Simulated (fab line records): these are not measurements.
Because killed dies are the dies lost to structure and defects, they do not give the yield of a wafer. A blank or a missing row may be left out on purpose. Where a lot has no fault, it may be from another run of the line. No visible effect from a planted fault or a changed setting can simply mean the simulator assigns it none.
The tool behind it: which one? | flow gf180mcu | 12 lots, 36 wafers sampled, at 5 steps of a route of 602

WHAT EACH GAUGE READ, for each wafer
GF_V4_THK_MEAS_03.
lot  | measured     | on            | V4_CVD_02_THK (nm)
L075 | day 23 11:53 | film metro-02 | 832 846 857
L077 | day 24 06:54 | film metro-04 | 826 850 859
L079 | day 25 05:00 | film metro-01 | 840 851 863
L081 | day 25 23:31 | film metro-04 | 839 842 857
L083 | day 26 10:03 | film metro-01 | 848 841 850
L085 | day 27 06:36 | film metro-02 | 869 853 884
L087 | day 27 18:15 | film metro-02 | 873 882 888
L090 | day 29 08:53 | film metro-02 | 821 834 829
L091 | day 29 06:43 | film metro-02 | 837 835 848
L093 | day 29 15:00 | film metro-04 | 827 837 838
L095 | day 29 22:35 | film metro-01 | 857 837 849
L097 | day 30 11:22 | film metro-04 | 835 861 842

WHICH TOOL RAN EACH LOT (tool, then ch and the chambers of the sampled wafers, then the start)
lot  | GF_M2_SPUTTER_00             | GF_M2_SPUTTER_03             | GF_V2_SPUTTER_21             | GF_V3_CVD_02
L075 | pvd sputter-01, day 18 06:28 | pvd sputter-01, day 18 06:37 | pvd sputter-02, day 20 08:35 | pecvd-02 ch 1,2, day 21 10:28
L077 | pvd sputter-01, day 19 02:41 | pvd sputter-01, day 19 02:50 | pvd sputter-02, day 21 05:55 | pecvd-03 ch 0,2, day 22 07:06
L079 | pvd sputter-03, day 20 03:16 | pvd sputter-03, day 20 03:25 | pvd sputter-01, day 22 04:43 | pecvd-04 ch 0,1,2, day 23 05:55
L081 | pvd sputter-03, day 20 19:17 | pvd sputter-03, day 20 19:27 | pvd sputter-02, day 22 20:21 | pecvd-04 ch 0,1,2, day 23 21:06
L083 | pvd sputter-01, day 21 11:59 | pvd sputter-01, day 21 12:08 | pvd sputter-04, day 23 12:38 | pecvd-03 ch 1,2, day 24 13:03
L085 | pvd sputter-01, day 22 11:19 | pvd sputter-01, day 22 11:29 | pvd sputter-04, day 24 10:26 | pecvd-04 ch 0,1, day 25 09:07
L087 | pvd sputter-03, day 22 20:25 | pvd sputter-03, day 22 20:35 | pvd sputter-02, day 24 19:50 | pecvd-02 ch 1,2, day 25 22:20
L090 | pvd sputter-01, day 24 01:43 | pvd sputter-01, day 24 01:53 | pvd sputter-02, day 26 00:50 | pecvd-02 ch 0,1,2, day 26 23:56
L091 | pvd sputter-04, day 24 16:01 | pvd sputter-04, day 24 16:10 | pvd sputter-02, day 26 13:23 | pecvd-04 ch 0,1,2, day 27 11:57
L093 | pvd sputter-04, day 25 02:16 | pvd sputter-04, day 25 02:25 | pvd sputter-04, day 26 23:10 | pecvd-02 ch 0,2, day 27 21:34
L095 | pvd sputter-01, day 25 10:43 | pvd sputter-01, day 25 10:53 | pvd sputter-01, day 27 06:39 | pecvd-02 ch 0,1, day 28 05:07
L097 | pvd sputter-03, day 26 02:12 | pvd sputter-03, day 26 02:22 | pvd sputter-01, day 27 21:49 | pecvd-04 ch 0,2, day 28 18:55
- GF_M2_SPUTTER_00: material Ti, target thk 37.5 nm, time 150 s.
- GF_M2_SPUTTER_03: material Ti, target thk 10 nm, time 6.7 s.
- GF_V2_SPUTTER_21: material Ti, target thk 15 nm, time 80.02 s.
- GF_V3_CVD_02: deposits SiO2 from TEOS, target thk 850 nm, time 94.851 s.

THE ANSWER, worked out from the rows above alone
Rule: usual is defined by the lots themselves. The widest of any qualifying gaps counts: lots, ordered by their means at a reading, are off when they make up no more than a third of the lots, leave a main group of 4 or more, and stand apart from it by 3 or more times the standard deviation of that group's means. A main group is skipped when, at the precision printed for the reading in the tables above, its means are all equal. Also off: a lot with no number at a reading for which 4 or more lots have one. All remaining lots with rows at the step are treated as sound.
Across all readings shown, no lot is off: no conclusion can be drawn from this.

WHAT WAS PUT IN BY THE SIMULATOR
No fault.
